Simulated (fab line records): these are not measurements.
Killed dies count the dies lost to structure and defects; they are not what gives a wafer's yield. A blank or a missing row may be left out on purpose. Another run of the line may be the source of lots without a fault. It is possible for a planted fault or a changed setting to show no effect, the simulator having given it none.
Matching of chambers | flow sky130 | SKY_VIA3_CMP_02 on cmp-02: 4 sister chambers
The step polishes SiO2. 8 wafers are shown with their chamber, then 6 later ones without.

== EACH WAFER AND ITS CHAMBER ==
wafer  | chamber | motorCurrentA (A) | slurryFlowMlMin
L211.5 | 2       | 12.7              | 150.1
L214.3 | 0       | 11.2              | 150.6
L214.6 | 3       | 10.7              | 149.5
L212.3 | 2       | 12.5              | 149.2
L212.4 | 1       | 13.6              | 149.9
L212.5 | 0       | 11.5              | 149.8
L221.2 | 1       | 14.1              | 149.1
L221.3 | 3       | 10.2              | 149.8

== WAFERS WITHOUT THEIR CHAMBER ==
wafer  | motorCurrentA (A) | slurryFlowMlMin
L221.5 | 10.1              | 149.6
L223.3 | 11.5              | 150.4
L223.5 | 11.6              | 149.7
L229.1 | 12.0              | 149.7
L229.3 | 13.7              | 149.7
L229.6 | 10.9              | 150.6

== CHAMBER TAKEN BY EACH ==
wafer  | from the rows above     | in truth
L221.5 | 3                       | 3
L223.3 | 0                       | 0
L223.5 | 0                       | 0
L229.1 | can't be placed: 2 or 0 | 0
L229.3 | 1                       | 1
L229.6 | can't be placed: 0 or 3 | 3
Placed correctly: 4 of 6. Not placeable from these rows: 2 (in 2, the candidates include the true chamber). Number placed wrongly: 0.
How it was worked out, from the rows above alone: a wafer's distance from a chamber is the root of the sum, over the readings, of the square of ((its reading less the chamber's mean) divided by the reading's scatter). The wafer belongs to the nearest chamber; if the next one is less than 2 further off, it can't be placed. A chamber's mean is the mean of its shown wafers. How the scatter is found: for the shown wafers, subtract from each reading the mean of its chamber, square and add these, divide the total by (wafers less chambers), then take the root.
